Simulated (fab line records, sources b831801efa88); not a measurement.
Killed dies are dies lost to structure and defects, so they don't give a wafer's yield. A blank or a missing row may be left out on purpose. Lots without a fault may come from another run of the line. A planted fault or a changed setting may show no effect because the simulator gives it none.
A struck lot beside a sound one | flow sky130 | 19 steps out of a route of 708
Sound: wafers L185.1, L185.3, L185.6. Struck: wafers L179.3, L179.4, L179.5. The cause comes at the end.
At each step with rows: each side's tool, then ch and its chambers, then its first start. Under that, the readings that differ: sound wafers | struck wafers | difference of the means | sigmas: that difference in standard deviations of wafers without a fault.
alike: readings whose means differ by less than 2 such deviations, and words and numbers that are the same on both sides. not compared: withheld readings, readings that some wafer has no value for, bounds like >300 that may hide the same value, and numbers for which the record gives no deviation and whose values overlap.
The two part at a step that has a row with sigmas, a row that says differs or no value, or rows on one side only. Numbers that don't overlap but have no deviation are shown without sigmas and don't part them. A reading that every wafer of one side lacks parts them only if that side has two wafers or more.

SKY_POLY_GATE_CD_MEAS_22:
  sound on cd_sem-02, day 22 03:02; struck on cd_sem-01, day 20 00:13
  alike: cd_nm
then, 7 steps without rows for these wafers: SKY_LDD_N_DEHYDRATE_00 (time 60 s); SKY_LDD_N_HMDS_01 (prime time 60 s); SKY_LDD_N_COAT_02 (resist thk 300 nm); SKY_LDD_N_SOFTBAKE_03 (time 60 s); SKY_LDD_N_EXPOSE_04 (exposes mask NTM, target cd 840 nm); SKY_LDD_N_PEB_05; SKY_LDD_N_DEVELOP_06 (develop time 60 s).
SKY_LDD_N_OVL_MEAS_07:
  sound on overlay-02, day 23 09:17; struck on overlay-02, day 21 05:44
  reading        | sound       | struck         | difference | sigmas
  LDD_N_OVL (nm) | 2.0 2.8 2.0 | -1.2 -2.3 -1.0 | -3.8       | -2
then, 3 steps without rows for these wafers: SKY_LDD_N_IMPLANT_08; SKY_LDD_N_IMPLANT_09; SKY_LDD_N_IMPLANT_10.
SKY_LDD_N_IMPLANT_11:
  sound on implanter-02 ch 0, day 23 09:46; struck on implanter-03, day 21 06:16
  no value came back on the struck wafers for beam_energy_keV, beam_on_s (s), dose_ions_cm2; on the sound wafers beam_energy_keV reads 19.997 19.998 19.995
then, 4 steps without rows for these wafers: SKY_LDD_N_IMPLANT_12; SKY_LDD_N_IMPLANT_13; SKY_LDD_N_IMPLANT_14; SKY_LDD_N_IMPLANT_15.
SKY_LDD_N_STRIP_16: strips in O2/N2.
  sound on plasma_asher-01 ch 0,1, day 23 10:31; struck on plasma_asher-01 ch 0,1, day 21 07:00
  reading                      | sound             | struck            | difference | sigmas
  strip_time_to_endpoint_s (s) | 4.325 4.324 4.330 | 4.135 4.165 4.148 | -0.177     | -12
  alike: drypump_motor_current_A, oes_product_au
  not compared: rf_hours_counter_h
SKY_LDD_N_TW_MEAS_17:
  sound on film_metro-04, day 23 10:37; struck on film_metro-01, day 21 07:19
  reading  | sound          | struck         | difference | sigmas
  LDD_N_TW | 2583 2573 2566 | 2409 2416 2409 | -163       | -10
  not compared: hold

WHERE THEY PART
First at SKY_LDD_N_OVL_MEAS_07; last, within this record, at SKY_LDD_N_TW_MEAS_17.

WHY: what the simulator had put in
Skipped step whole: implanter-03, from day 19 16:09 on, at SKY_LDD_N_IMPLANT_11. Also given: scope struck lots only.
